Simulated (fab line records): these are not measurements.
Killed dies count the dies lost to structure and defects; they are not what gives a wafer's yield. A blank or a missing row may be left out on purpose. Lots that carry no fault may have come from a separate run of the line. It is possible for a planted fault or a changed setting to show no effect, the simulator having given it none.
fab line records	flow sky130
record lots=7	wafers=21	lastDay=50
route steps=708 shown NWELL@65 PAD_OPEN@708
lots that met no fault: taken from a fault-free run of the same line
startH: the number of hours between the record's first day and the start of the first shown wafer of the lot	waitH: hours since the lot's step before	" as in the row above	L1.1+2: a single row standing in for several wafers	- no value, or no start was given	* or withheld: withheld	< > ~ a bound
route shown NAME@n: NAME is a module with steps in the file, n the number in the route of the first one	usual: mean and standard deviation over wafers with no fault	same: alike in all rows	chamber/n: place in a boat	sites: each site's reading	_std_site: the standard deviation of these	_edge_site: mean of outer sites minus mean of inner sites	radiusMm: how far each site lies from the wafer's centre	mask NAME#n: copy n	behind: tool/chamber where the wafer was last shaped	hold: why the lot was held/for how many hours/how that ended	device: the transistor (n, p or np) that didn't switch	end of line: the route-end tests of the same wafers	where a step has no rows: the recipe by itself	killed: count of dies lost to structure and defects at first sort (not the wafer's yield)	map: a wafer's dies, x killed, . not, _ none there
set.NAME: setting as actually run; set.NAME@STEP: the setting as run at that earlier step	model.NAME: the simulator's own value behind a step, which no gauge read
a table for each step, a row for each wafer; lots at some steps of the route
services: from which hour (startH, from the record's first day; less than 0 if before it) a tool's chamber was out of use, for how many hours, and why
## steps
# step SKY_NWELL_IMPLANT_12
# recipe species=P	energyKev=120	doseCm2=1.3e+12	tiltDeg=withheld
# step SKY_NWELL_IMPLANT_13
# recipe species=P	energyKev=50	doseCm2=7e+11	tiltDeg=withheld
# step SKY_NWELL_STRIP_14
# recipe chemistry=O2/N2	powerW=1400	pressureMtorr=1500	platenTempC=withheld	o2FlowSccm=3000	n2FlowSccm=300	overashFraction=0.5
# usual drypumpMotorCurrentA=5.9/0.51	n2FlowSccm=299.9/0.91	oesProductAu=0.723/0.0053	stripTimeToEndpointS=36.98/0.094
lot.wafer	tool	chamber	startH	waitH	drypumpMotorCurrentA	n2FlowSccm	oesProductAu	rfHoursCounterH	stripTimeToEndpointS
L329.1	plasmaAsher-04	1	86.76	0.1	5.2	300.1	0.719	43	37.02
L329.2	"	0	"	"	6.1	300.9	0.722	43	37.00
L329.3	"	1	"	"	5.1	299.5	0.716	-	36.97
L336.3	plasmaAsher-04	0	128.12	0.1	6.2	301.0	0.722	-	37.01
L336.4	"	1	"	"	5.1	299.3	0.729	-	36.99
L336.5	"	0	"	"	6.2	299.6	0.726	-	36.92
L343.4	plasmaAsher-02	1	169.16	0.1	6.4	300.9	0.714	-	36.85
L343.5	"	1	"	"	6.4	300.5	0.715	-	36.84
L343.6	"	0	"	"	5.4	297.7	0.730	-	36.84
L344.1	plasmaAsher-02	1	173.51	0.1	6.4	298.9	0.728	51	36.88
L344.3	"	0	"	"	5.5	298.9	0.716	-	36.86
L344.5	"	1	"	"	6.4	299.0	0.733	-	36.95
L345.2	plasmaAsher-03	0	186.47	0.1	5.5	299.5	0.732	29	37.04
L345.3	"	1	"	"	6.5	299.8	0.715	-	37.08
L345.4	"	0	"	"	5.5	299.4	0.717	-	37.15
L350.2	plasmaAsher-04	0	224.29	0.1	6.2	300.6	0.729	58	36.92
L350.3	"	1	"	"	5.1	299.9	0.711	-	36.91
L350.6	"	0	"	"	6.1	299.6	0.725	-	36.89
L351.1	plasmaAsher-03	1	231.36	0.1	6.5	300.3	0.723	33	36.88
L351.2	"	0	"	"	5.5	299.8	0.726	33	36.90
L351.6	"	1	"	"	6.4	299.1	0.712	-	36.83
# step SKY_NWELL_TW_MEAS_15
# usual NWELL_TW=1831/12
lot.wafer	tool	chamber	startH	waitH	NWELL_TW
L329.1	filmMetro-01	-	86.86	0.1	1822
L329.2	"	-	"	"	1815
L329.3	"	-	"	"	1834
L336.3	filmMetro-03	-	128.21	0.1	1832
L336.4	"	-	"	"	1823
L336.5	"	-	"	"	1836
L343.4	filmMetro-04	-	169.25	0.1	1862
L343.5	"	-	"	"	1852
L343.6	"	-	"	"	1842
L344.1	filmMetro-03	-	173.61	0.1	1842
L344.3	"	-	"	"	1832
L344.5	"	-	"	"	1838
L345.2	filmMetro-03	-	186.58	0.1	1831
L345.3	"	-	"	"	1827
L345.4	"	-	"	"	1827
L350.2	filmMetro-01	-	224.40	0.1	1830
L350.3	"	-	"	"	1816
L350.6	"	-	"	"	1818
L351.1	filmMetro-03	-	231.46	0.1	1823
L351.2	"	-	"	"	1825
L351.6	"	-	"	"	1832
# step SKY_NWELL_DEHYDRATE_16
# recipe tempC=200	timeS=60
# step SKY_NWELL_HMDS_17
# recipe primeTimeS=60	primeTempC=120
# step SKY_NWELL_COAT_18
# recipe spinRpm=2000	resistThkNm=3000
# step SKY_NWELL_SOFTBAKE_19
# recipe tempC=110	timeS=withheld
# step SKY_NWELL_EXPOSE_20
# recipe maskId=NWM_COMPLEMENT	na=0.6	sourceShape=conventional	sigmaOuter=0.6	polarization=unpolarized	targetCdNm=840	doseMj=260
# step SKY_NWELL_PEB_21
# recipe tempC=115	timeS=withheld
# step SKY_NWELL_DEVELOP_22
# recipe wallAngleDeg=90	developer=TMAH	developTimeS=60	devTempC=23
# step SKY_NWELL_OVL_MEAS_23
# usual NWELL_01_OVL=0.1/1.6
lot.wafer	tool	chamber	startH	waitH	NWELL_01_OVL[nm]
L329.1	overlay-02	-	103.85	-	-0.5
L329.2	"	-	"	"	0.5
L329.3	"	-	"	"	-1.2
L336.3	overlay-01	-	145.24	-	0.8
L336.4	"	-	"	"	0.7
L336.5	"	-	"	"	-1.3
L343.4	overlay-02	-	190.60	-	2.3
L343.5	"	-	"	"	1.1
L343.6	"	-	"	"	-0.9
L344.1	overlay-02	-	194.90	-	-2.0
L344.3	"	-	"	"	-1.8
L344.5	"	-	"	"	-0.8
L345.2	overlay-01	-	208.18	-	1.0
L345.3	"	-	"	"	1.2
L345.4	"	-	"	"	1.1
L350.2	overlay-02	-	246.39	-	-0.4
L350.3	"	-	"	"	1.4
L350.6	"	-	"	"	0.9
L351.1	overlay-01	-	253.90	-	-0.5
L351.2	"	-	"	"	-0.3
L351.6	"	-	"	"	-0.7
# step SKY_NWELL_IMPLANT_24
# recipe species=B	energyKev=140	doseCm2=9.2e+12	tiltDeg=withheld
# usual doseIonsCm2=9.2e+12/9.1e+09	faradayCurrentUA=51.8/1.1
# same implantIonAmu=11
lot.wafer	tool	chamber	startH	waitH	doseIonsCm2	faradayCurrentUA
L329.1	implanter-01	0	103.89	0.0	9.194e+12	53.7
L329.2	"	0	"	"	9.19e+12	51.5
L329.3	"	0	"	"	9.182e+12	51.4
L336.3	implanter-04	0	145.31	0.1	9.193e+12	52.5
L336.4	"	0	"	"	9.197e+12	50.5
L336.5	"	0	"	"	9.203e+12	50.2
L343.4	implanter-04	0	190.69	0.1	4.5905e+13	259.2
L343.5	"	0	"	"	4.5922e+13	268.2
L343.6	"	0	"	"	4.5895e+13	268.0
L344.1	implanter-04	0	194.94	0.0	4.5918e+13	258.3
L344.3	"	0	"	"	4.5904e+13	252.0
L344.5	"	0	"	"	4.5917e+13	261.9
L345.2	implanter-04	0	208.24	0.0	4.5905e+13	254.1
L345.3	"	0	"	"	4.5908e+13	258.6
L345.4	"	0	"	"	4.5918e+13	260.4
L350.2	implanter-01	0	246.45	0.0	9.195e+12	52.4
L350.3	"	0	"	"	9.189e+12	53.5
L350.6	"	0	"	"	9.203e+12	52.9
L351.1	implanter-01	0	253.94	0.0	9.209e+12	51.6
L351.2	"	0	"	"	9.207e+12	51.2
L351.6	"	0	"	"	9.211e+12	51.6
# step SKY_NWELL_STRIP_25
# recipe chemistry=O2/N2	powerW=1400	pressureMtorr=1500	platenTempC=withheld	o2FlowSccm=3000	n2FlowSccm=300	overashFraction=0.5
# usual drypumpMotorCurrentA=5.9/0.52	n2FlowSccm=300.1/0.98	oesProductAu=0.722/0.0044	stripTimeToEndpointS=36.97/0.1
lot.wafer	tool	chamber	startH	waitH	drypumpMotorCurrentA	n2FlowSccm	oesProductAu	rfHoursCounterH	stripTimeToEndpointS
L329.1	plasmaAsher-03	1	104.04	0.1	6.5	300.2	0.725	23	37.11
L329.2	"	0	"	"	5.5	298.8	0.720	23	37.06
L329.3	"	1	"	"	6.5	301.5	0.725	-	37.12
L336.3	plasmaAsher-03	0	145.45	0.1	5.5	298.5	0.719	-	36.95
L336.4	"	1	"	"	6.5	300.3	0.721	-	36.91
L336.5	"	0	"	"	5.5	298.9	0.725	-	37.08
L343.4	plasmaAsher-02	0	190.80	0.1	5.5	298.3	0.725	-	36.82
L343.5	"	1	"	"	6.5	299.3	0.720	-	36.82
L343.6	"	0	"	"	5.4	300.6	0.721	-	36.88
L344.1	plasmaAsher-03	1	195.09	0.1	6.5	300.1	0.724	29	36.89
L344.3	"	1	"	"	6.5	298.8	0.721	-	36.89
L344.5	"	1	"	"	6.4	298.8	0.730	-	36.97
L345.2	plasmaAsher-03	1	208.36	0.1	6.5	298.3	0.721	31	36.90
L345.3	"	0	"	"	5.5	299.8	0.720	-	36.87
L345.4	"	1	"	"	6.5	299.6	0.730	-	36.87
L350.2	plasmaAsher-03	0	246.57	0.1	5.5	300.9	0.720	35	37.15
L350.3	"	1	"	"	6.5	300.8	0.727	-	37.06
L350.6	"	1	"	"	6.5	299.9	0.721	-	37.16
L351.1	plasmaAsher-02	1	254.09	0.1	6.4	298.1	0.711	57	36.91
L351.2	"	0	"	"	5.4	299.6	0.718	57	36.86
L351.6	"	1	"	"	6.4	300.1	0.727	-	36.93
# step SKY_NWELL_TW_MEAS_26
# usual NWELL_2_TW=496/3.4
lot.wafer	tool	chamber	startH	waitH	NWELL_2_TW
L329.1	filmMetro-04	-	104.14	0.1	501
L329.2	"	-	"	"	501
L329.3	"	-	"	"	501
L336.3	filmMetro-03	-	145.53	0.1	491
L336.4	"	-	"	"	493
L336.5	"	-	"	"	495
L343.4	filmMetro-04	-	190.89	0.1	830
L343.5	"	-	"	"	831
L343.6	"	-	"	"	836
L344.1	filmMetro-01	-	195.19	0.1	819
L344.3	"	-	"	"	820
L344.5	"	-	"	"	817
L345.2	filmMetro-04	-	208.47	0.1	828
L345.3	"	-	"	"	833
L345.4	"	-	"	"	825
L350.2	filmMetro-04	-	246.68	0.1	499
L350.3	"	-	"	"	497
L350.6	"	-	"	"	496
L351.1	filmMetro-04	-	254.19	0.1	497
L351.2	"	-	"	"	501
L351.6	"	-	"	"	499
# step SKY_NWELL_CLEAN_27
# recipe chemistry=SC1/SC2	mix=1:4:20	tempC=70	timeS=150	dry=n2Spin
# step SKY_PAD_OPEN_PROBE_99
# usual killed_at_M0_to_M3=43/5.9	killed_at_M4_up=3.3/1.9	killedAtContacts=24/5.6	killedAtFrontEnd=15/4.1	killedAtOther=0.4/0.66	killedDies=86/9	killedOnRim=17/3.7	killedOpen=47/6.9	killedShort=39/6.2
# same grossDies=492	killedAtBackSide=0
lot.wafer	tool	chamber	startH	waitH	killed_at_M0_to_M3	killed_at_M4_up	killedAtContacts	killedAtFrontEnd	killedAtOther	killedDies	killedOnRim	killedOpen	killedShort	model.etest.pfet_16v.rOnOhmUm	model.etest.nfet_16v.rOnOhmUm	model.etest.resIsoPwell.rsOhmSq	model.etest.resPwellUnderGate.rsOhmSq	model.etest.resIsoPwell.lineOhmUm	model.etest.tip_n_5v.rsOhmSq	model.etest.resNwell.lineOhmUm	model.etest.resDeepNwell.rsOhmSq
L329.1	prober-01	-	1079.35	0.1	36	2	16	23	0	77	18	42	35	1.561e+04	1.406e+04	3244	2303	1226	1392	1148	2184
L329.2	prober-01	-	1079.40	0.1	39	3	21	19	1	83	21	39	44	1.575e+04	1.396e+04	3433	2282	1300	1388	1182	2185
L329.3	prober-01	-	1079.45	0.2	48	5	28	21	0	102	19	56	46	1.578e+04	1.395e+04	3306	2282	1243	1407	1172	2181
L336.3	prober-02	-	1107.67	0.2	40	6	22	13	0	81	16	43	38	1.504e+04	1.416e+04	3162	2285	1196	1386	1080	2181
L336.4	prober-02	-	1107.72	0.2	48	1	16	13	0	78	11	42	36	1.531e+04	1.422e+04	3234	2277	1210	1385	1091	2158
L336.5	prober-02	-	1107.77	0.2	39	2	32	17	0	90	19	51	38	1.532e+04	1.437e+04	3205	2284	1197	1377	1102	2174
L343.4	prober-01	-	1157.85	0.2	38	4	28	14	1	85	19	47	37	8431	1.66e+04	934.1	795.9	336.4	1649	1339	2361
L343.5	prober-01	-	1157.90	0.2	39	3	23	25	1	91	18	56	33	8590	1.675e+04	943.4	797	337.8	1648	1328	2358
L343.6	prober-01	-	1157.95	0.2	41	1	34	17	1	94	19	46	48	8500	1.683e+04	928.6	791.8	337.5	1649	1343	2393
L344.1	prober-02	-	1160.45	0.1	37	1	25	15	0	78	10	40	38	8470	1.695e+04	917.9	792.9	331.6	1638	1315	2308
L344.3	prober-02	-	1160.55	0.2	37	6	21	17	1	82	17	38	44	8371	1.709e+04	900.9	792.9	324	1635	1287	2333
L344.5	prober-02	-	1160.65	0.2	43	5	27	23	0	98	26	60	38	8453	1.692e+04	921.2	796	340.9	1651	1314	2321
L345.2	prober-01	-	1167.92	0.1	46	6	25	15	0	92	21	48	44	8480	1.836e+04	938.3	792.7	345.1	1624	1246	2358
L345.3	prober-01	-	1167.97	0.2	47	0	32	20	0	99	20	56	43	8482	1.8e+04	985.6	795.8	357.9	1637	1261	2377
L345.4	prober-01	-	1168.02	0.2	37	8	32	13	0	90	18	46	44	8581	1.843e+04	959.8	793.5	352.4	1639	1264	2347
L350.2	prober-02	-	1199.26	0.1	31	5	24	23	0	83	10	39	44	1.597e+04	1.415e+04	3850	2298	1453	1428	1125	2222
L350.3	prober-02	-	1199.31	0.2	37	4	14	13	1	69	13	36	33	1.573e+04	1.408e+04	3626	2300	1397	1412	1112	2209
L350.6	prober-02	-	1199.46	0.2	37	4	21	9	0	71	11	42	29	1.579e+04	1.419e+04	3672	2306	1387	1423	1102	2208
L351.1	prober-01	-	1202.97	0.1	44	2	28	11	0	85	17	52	32	1.535e+04	1.439e+04	3302	2276	1242	1392	1110	2175
L351.2	prober-01	-	1203.02	0.1	46	2	22	16	0	86	20	51	35	1.538e+04	1.427e+04	3340	2289	1254	1384	1097	2200
L351.6	prober-01	-	1203.22	0.2	39	4	18	16	0	77	15	39	37	1.522e+04	1.436e+04	3190	2289	1216	1381	1089	2221
# killed by level:class
L329.1 VIA1:geometricParticle:open=10 POLY_GATE:geometricParticle:open=7 VIA1:geometricParticle:short=6 LI_CONTACT:geometricParticle:open=5 VIA3:geometricParticle:open=5 POLY_GATE:geometricParticle:short=4 CONTACT:geometricParticle:open=4 FIELD_ISO:geometricParticle:open=3
L329.2 VIA1:geometricParticle:short=9 CONTACT:geometricParticle:open=9 VIA3:geometricParticle:open=7 METAL2:geometricParticle:short=6 VIA2:geometricParticle:open=5 METAL1:geometricParticle:short=4 FIELD_ISO:geometricParticle:open=3 CONTACT:geometricParticle:short=3
L329.3 VIA1:geometricParticle:open=15 LI_CONTACT:geometricParticle:open=10 METAL1:geometricParticle:short=7 VIA1:geometricParticle:short=7 VIA3:geometricParticle:open=7 FIELD_ISO:geometricParticle:short=6 POLY_GATE:geometricParticle:short=6 CONTACT:geometricParticle:open=6
L336.3 LI_CONTACT:geometricParticle:open=7 VIA3:geometricParticle:open=7 VIA1:geometricParticle:open=7 VIA1:geometricParticle:short=7 CONTACT:geometricParticle:short=6 CONTACT:geometricParticle:open=5 VIA2:geometricParticle:open=5 VIA3:geometricParticle:short=5
L336.4 METAL2:geometricParticle:short=10 VIA1:geometricParticle:open=8 VIA3:geometricParticle:open=8 CONTACT:geometricParticle:open=7 METAL3:geometricParticle:short=5 VIA2:geometricParticle:open=4 LI_CONTACT:geometricParticle:open=4 FIELD_ISO:geometricParticle:short=3
L336.5 CONTACT:geometricParticle:open=14 VIA2:geometricParticle:open=8 LI_CONTACT:geometricParticle:open=7 VIA1:geometricParticle:open=6 FIELD_ISO:geometricParticle:open=5 VIA3:geometricParticle:open=5 CONTACT:geometricParticle:short=5 METAL2:geometricParticle:short=5
L343.4 CONTACT:geometricParticle:open=14 VIA1:geometricParticle:open=14 VIA3:geometricParticle:open=6 FIELD_ISO:geometricParticle:short=5 POLY_GATE:geometricParticle:short=5 VIA2:geometricParticle:short=5 VIA2:geometricParticle:open=4 LI_CONTACT:geometricParticle:open=4
L343.5 VIA1:geometricParticle:open=13 FIELD_ISO:geometricParticle:open=10 CONTACT:geometricParticle:open=10 LI_CONTACT:geometricParticle:open=7 VIA1:geometricParticle:short=7 POLY_GATE:geometricParticle:open=6 FIELD_ISO:geometricParticle:short=5 VIA3:geometricParticle:open=5
L343.6 CONTACT:geometricParticle:open=16 VIA1:geometricParticle:short=12 CONTACT:geometricParticle:short=8 LI_CONTACT:geometricParticle:open=7 VIA1:geometricParticle:open=7 POLY_GATE:geometricParticle:short=6 FIELD_ISO:geometricParticle:open=4 POLY_GATE:geometricParticle:open=4
L344.1 CONTACT:geometricParticle:open=11 METAL1:geometricParticle:short=8 FIELD_ISO:geometricParticle:open=6 METAL2:geometricParticle:short=5 VIA3:geometricParticle:open=5 LI_CONTACT:geometricParticle:open=4 LOCAL_INTERCONNECT:geometricParticle:short=4 CONTACT:geometricParticle:short=4
L344.3 VIA2:geometricParticle:open=8 LI_CONTACT:geometricParticle:open=7 CONTACT:geometricParticle:open=7 CONTACT:geometricParticle:short=6 VIA1:geometricParticle:short=6 METAL1:geometricParticle:short=6 METAL2:geometricParticle:short=6 FIELD_ISO:geometricParticle:short=5
L344.5 CONTACT:geometricParticle:open=17 VIA3:geometricParticle:open=11 METAL2:geometricParticle:short=10 POLY_GATE:geometricParticle:short=6 VIA1:geometricParticle:open=6 FIELD_ISO:geometricParticle:open=5 LI_CONTACT:geometricParticle:open=4 CONTACT:geometricParticle:short=4
L345.2 VIA1:geometricParticle:open=11 CONTACT:geometricParticle:open=9 VIA3:geometricParticle:open=7 LI_CONTACT:geometricParticle:open=6 POLY_GATE:geometricParticle:short=6 METAL4:geometricParticle:short=6 LOCAL_INTERCONNECT:geometricParticle:short=5 METAL1:geometricParticle:short=5
L345.3 CONTACT:geometricParticle:open=10 VIA1:geometricParticle:open=9 LI_CONTACT:geometricParticle:open=9 VIA1:geometricParticle:short=8 VIA2:geometricParticle:open=8 METAL1:geometricParticle:short=6 POLY_GATE:geometricParticle:short=5 POLY_GATE:geometricParticle:open=5
L345.4 CONTACT:geometricParticle:open=14 LI_CONTACT:geometricParticle:open=8 METAL2:geometricParticle:short=7 VIA1:geometricParticle:open=7 POLY_GATE:geometricParticle:short=6 METAL4:geometricParticle:short=6 CONTACT:geometricParticle:short=5 VIA3:geometricParticle:open=5
L350.2 LI_CONTACT:geometricParticle:open=9 FIELD_ISO:geometricParticle:short=6 VIA1:geometricParticle:open=6 CONTACT:geometricParticle:open=6 FIELD_ISO:geometricParticle:open=5 METAL4:geometricParticle:short=5 METAL1:geometricParticle:short=5 VIA1:geometricParticle:short=5
L350.3 VIA1:geometricParticle:open=9 METAL2:geometricParticle:short=6 VIA2:geometricParticle:open=5 VIA3:geometricParticle:open=5 METAL4:geometricParticle:short=4 CONTACT:geometricParticle:open=4 VIA1:geometricParticle:short=4 POLY_GATE:geometricParticle:open=3
L350.6 VIA2:geometricParticle:open=9 CONTACT:geometricParticle:open=8 VIA1:geometricParticle:open=6 METAL2:geometricParticle:short=5 LI_CONTACT:geometricParticle:open=4 LOCAL_INTERCONNECT:geometricParticle:short=4 CONTACT:geometricParticle:short=4 VIA2:geometricParticle:short=4
L351.1 VIA1:geometricParticle:open=11 CONTACT:geometricParticle:open=10 LI_CONTACT:geometricParticle:open=9 METAL3:geometricParticle:open=5 METAL1:geometricParticle:short=5 VIA2:geometricParticle:open=5 VIA3:geometricParticle:short=5 FIELD_ISO:geometricParticle:short=4
L351.2 CONTACT:geometricParticle:open=11 VIA3:geometricParticle:open=9 VIA2:geometricParticle:open=8 VIA1:geometricParticle:open=6 VIA3:geometricParticle:short=6 FIELD_ISO:geometricParticle:short=5 FIELD_ISO:geometricParticle:open=5 CONTACT:geometricParticle:short=5
L351.6 VIA1:geometricParticle:open=10 METAL2:geometricParticle:short=7 LI_CONTACT:geometricParticle:open=5 LOCAL_INTERCONNECT:geometricParticle:short=5 VIA3:geometricParticle:open=5 CONTACT:geometricParticle:open=4 METAL1:geometricParticle:short=4 FIELD_ISO:geometricParticle:open=3
## services
tool	chamber	startH	hours	kind
plasmaAsher-03	-	67.44	12.2	repair
implanter-04	-	130.86	0.6	repair
implanter-04	-	137.60	2.5	pm
plasmaAsher-04	-	147.06	3.0	repair
plasmaAsher-03	-	150.54	28.1	pm
plasmaAsher-02	-	176.08	14.5	repair
implanter-04	-	226.71	21.7	pm
## key
firstSign step=SKY_NWELL_IMPLANT_24	reading=doseIonsCm2	direction=up	sigmas=99+	usual=*	struck=*
effect step=SKY_NWELL_IMPLANT_24	reading=faradayCurrentUA	direction=up	sigmas=99+	usual=51.8	struck=260.1
effect step=SKY_NWELL_TW_MEAS_26	reading=NWELL_2_TW	direction=up	sigmas=96	usual=496	struck=827
modelEffect step=SKY_PAD_OPEN_PROBE_99	value=etest.pfet_16v.rOnOhmUm	without=1.52e+04	struck=8484
metAt SKY_NWELL_IMPLANT_24
struckWafers L343.4,L343.5,L343.6,L344.1,L344.3,L344.5,L345.2,L345.3,L345.4
testerLeftOut L343,L344,L345
onsetBetween 145.31 190.69
fault kind=processParameterDrift	tool=implanter-04	chamber=-	onsetH=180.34	steps=SKY_NWELL_IMPLANT_24	channel=doseCm2	offset=*	shape=step	endH=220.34	actsIn=*	stated=*
# testerLeftOut: of these lots the tester's yield and bins aren't shown, on N5 and GAA mostly nor the transistor test; their killed dies are dies lost to structure and defects alone, not to doping, threshold or leakage, so they don't give the yield
